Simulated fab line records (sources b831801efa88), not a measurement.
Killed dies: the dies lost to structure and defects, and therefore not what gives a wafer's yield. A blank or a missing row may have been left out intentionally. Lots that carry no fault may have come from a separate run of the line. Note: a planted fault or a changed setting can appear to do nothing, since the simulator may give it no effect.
Shared-tool check || flow sky130 || 15 lots and 45 wafers in the sample

== REASON FOR OPENING ==
SKY_LDD_LDN_TW_MEAS_13, reading LDD_LDN_TW: flagged on 3 of 15 lots. Fault-free wafers read 1473, with a standard deviation of 12.
Rule: flag the lot when none of its wafers has a number, or when each of its wafers that has one lies beyond 4 standard deviations from that mean. As for the other lots, they are considered sound.

{"lot": "L404", "measured": "day 23 15:51", "on": "film metro-02", "LDD_LDN_TW, wafer by wafer": "1462 1466 1474", "flag": ""}
{"lot": "L405", "measured": "day 23 16:04", "on": "film metro-01", "LDD_LDN_TW, wafer by wafer": "1487 1485 1482", "flag": ""}
{"lot": "L406", "measured": "day 24 04:02", "on": "film metro-02", "LDD_LDN_TW, wafer by wafer": "1462 1462 1461", "flag": ""}
{"lot": "L409", "measured": "day 25 08:06", "on": "film metro-02", "LDD_LDN_TW, wafer by wafer": "1468 1473 1466", "flag": ""}
{"lot": "L408", "measured": "day 25 10:00", "on": "film metro-02", "LDD_LDN_TW, wafer by wafer": "1472 1459 1468", "flag": ""}
{"lot": "L412", "measured": "day 26 00:32", "on": "film metro-01", "LDD_LDN_TW, wafer by wafer": "1481 1483 1480", "flag": ""}
{"lot": "L414", "measured": "day 26 17:53", "on": "film metro-02", "LDD_LDN_TW, wafer by wafer": "1480 1474 1475", "flag": ""}
{"lot": "L413", "measured": "day 26 18:28", "on": "film metro-02", "LDD_LDN_TW, wafer by wafer": "1479 1481 1480", "flag": ""}
{"lot": "L415", "measured": "day 27 05:30", "on": "film metro-03", "LDD_LDN_TW, wafer by wafer": "1338 1335 1344", "flag": "FLAGGED"}
{"lot": "L416", "measured": "day 27 06:58", "on": "film metro-01", "LDD_LDN_TW, wafer by wafer": "1356 1357 1357", "flag": "FLAGGED"}
{"lot": "L417", "measured": "day 27 09:53", "on": "film metro-03", "LDD_LDN_TW, wafer by wafer": "1342 1339 1337", "flag": "FLAGGED"}
{"lot": "L420", "measured": "day 28 11:55", "on": "film metro-03", "LDD_LDN_TW, wafer by wafer": "1448 1442 1444", "flag": ""}
{"lot": "L425", "measured": "day 30 04:13", "on": "film metro-01", "LDD_LDN_TW, wafer by wafer": "1482 1476 1482", "flag": ""}
{"lot": "L426", "measured": "day 30 06:37", "on": "film metro-02", "LDD_LDN_TW, wafer by wafer": "1480 1474 1488", "flag": ""}
{"lot": "L427", "measured": "day 30 14:21", "on": "film metro-03", "LDD_LDN_TW, wafer by wafer": "1458 1459 1457", "flag": ""}
Average over the flagged lots: 1345; offset from the usual -128, equal to -11 standard deviations.

== EACH LOT AND THE TOOL IT RAN ON ==
2 process steps preceding the reading are held in the record, out of 708 steps in the route. Cell contents, in order: the tool; ch with the chambers the sampled wafers went through; the start.
{"lot": "L404", "flag": "", "SKY_LDD_P_STRIP_10": "plasma asher-04 ch 0,1, day 19 19:08", "SKY_LDD_LDN_IMPLANT_10": "implanter-01 ch 0, day 23 15:27"}
{"lot": "L405", "flag": "", "SKY_LDD_P_STRIP_10": "plasma asher-02 ch 0,1, day 19 19:29", "SKY_LDD_LDN_IMPLANT_10": "implanter-04 ch 0, day 23 15:41"}
{"lot": "L406", "flag": "", "SKY_LDD_P_STRIP_10": "plasma asher-04 ch 0,1, day 20 08:01", "SKY_LDD_LDN_IMPLANT_10": "implanter-04 ch 0, day 24 03:40"}
{"lot": "L409", "flag": "", "SKY_LDD_P_STRIP_10": "plasma asher-02 ch 0,1, day 21 13:55", "SKY_LDD_LDN_IMPLANT_10": "implanter-03 ch 0, day 25 07:42"}
{"lot": "L408", "flag": "", "SKY_LDD_P_STRIP_10": "plasma asher-01 ch 0,1, day 21 14:23", "SKY_LDD_LDN_IMPLANT_10": "implanter-01 ch 0, day 25 09:36"}
{"lot": "L412", "flag": "", "SKY_LDD_P_STRIP_10": "plasma asher-04 ch 0,1, day 22 05:08", "SKY_LDD_LDN_IMPLANT_10": "implanter-04 ch 0, day 26 00:08"}
{"lot": "L414", "flag": "", "SKY_LDD_P_STRIP_10": "plasma asher-01 ch 0,1, day 22 23:22", "SKY_LDD_LDN_IMPLANT_10": "implanter-01 ch 0, day 26 17:31"}
{"lot": "L413", "flag": "", "SKY_LDD_P_STRIP_10": "plasma asher-01 ch 0,1, day 22 23:59", "SKY_LDD_LDN_IMPLANT_10": "implanter-03 ch 0, day 26 18:04"}
{"lot": "L415", "flag": "FLAGGED", "SKY_LDD_P_STRIP_10": "plasma asher-01 ch 0,1, day 23 11:35", "SKY_LDD_LDN_IMPLANT_10": "implanter-01, day 27 05:06"}
{"lot": "L416", "flag": "FLAGGED", "SKY_LDD_P_STRIP_10": "plasma asher-02 ch 0,1, day 23 12:53", "SKY_LDD_LDN_IMPLANT_10": "implanter-03, day 27 06:34"}
{"lot": "L417", "flag": "FLAGGED", "SKY_LDD_P_STRIP_10": "plasma asher-01 ch 0,1, day 23 16:35", "SKY_LDD_LDN_IMPLANT_10": "implanter-04, day 27 09:29"}
{"lot": "L420", "flag": "", "SKY_LDD_P_STRIP_10": "plasma asher-04 ch 0,1, day 24 17:56", "SKY_LDD_LDN_IMPLANT_10": "implanter-03 ch 0, day 28 11:31"}
{"lot": "L425", "flag": "", "SKY_LDD_P_STRIP_10": "plasma asher-01 ch 0, day 26 13:47", "SKY_LDD_LDN_IMPLANT_10": "implanter-04 ch 0, day 30 03:49"}
{"lot": "L426", "flag": "", "SKY_LDD_P_STRIP_10": "plasma asher-04 ch 0,1, day 26 15:53", "SKY_LDD_LDN_IMPLANT_10": "implanter-01 ch 0, day 30 06:09"}
{"lot": "L427", "flag": "", "SKY_LDD_P_STRIP_10": "plasma asher-01 ch 0,1, day 26 23:38", "SKY_LDD_LDN_IMPLANT_10": "implanter-04 ch 0, day 30 13:57"}
What is done by these steps:
- SKY_LDD_P_STRIP_10: strips in O2/N2.
- SKY_LDD_LDN_IMPLANT_10
- SKY_LDD_LDN_TW_MEAS_13

== FLAGGED OVER TOTAL, TOOL BY TOOL (the gauges that took the reading come last) ==
{"step": "SKY_LDD_P_STRIP_10", "tool": "plasma asher-01", "lots run": 7, "flagged": 2, "share of the flagged lots": "some", "sound lots run after its first flagged lot": "2 (L425,L427)"}
{"step": "SKY_LDD_P_STRIP_10", "tool": "plasma asher-02", "lots run": 3, "flagged": 1, "share of the flagged lots": "some", "sound lots run after its first flagged lot": 0}
{"step": "SKY_LDD_P_STRIP_10", "tool": "plasma asher-04", "lots run": 5, "flagged": 0, "share of the flagged lots": "none", "sound lots run after its first flagged lot": "-"}
{"step": "SKY_LDD_LDN_IMPLANT_10", "tool": "implanter-01", "lots run": 5, "flagged": 1, "share of the flagged lots": "some", "sound lots run after its first flagged lot": "1 (L426)"}
{"step": "SKY_LDD_LDN_IMPLANT_10", "tool": "implanter-03", "lots run": 4, "flagged": 1, "share of the flagged lots": "some", "sound lots run after its first flagged lot": "1 (L420)"}
{"step": "SKY_LDD_LDN_IMPLANT_10", "tool": "implanter-04", "lots run": 6, "flagged": 1, "share of the flagged lots": "some", "sound lots run after its first flagged lot": "2 (L425,L427)"}
{"step": "SKY_LDD_LDN_TW_MEAS_13", "tool": "film metro-01", "lots run": 4, "flagged": 1, "share of the flagged lots": "some", "sound lots run after its first flagged lot": "1 (L425)"}
{"step": "SKY_LDD_LDN_TW_MEAS_13", "tool": "film metro-02", "lots run": 7, "flagged": 0, "share of the flagged lots": "none", "sound lots run after its first flagged lot": "-"}
{"step": "SKY_LDD_LDN_TW_MEAS_13", "tool": "film metro-03", "lots run": 4, "flagged": 2, "share of the flagged lots": "some", "sound lots run after its first flagged lot": "2 (L420,L427)"}

== WHAT THE TABLE PERMITS ==
No row of the table ran every flagged lot.

== WHAT THE SIMULATOR PUT IN ==
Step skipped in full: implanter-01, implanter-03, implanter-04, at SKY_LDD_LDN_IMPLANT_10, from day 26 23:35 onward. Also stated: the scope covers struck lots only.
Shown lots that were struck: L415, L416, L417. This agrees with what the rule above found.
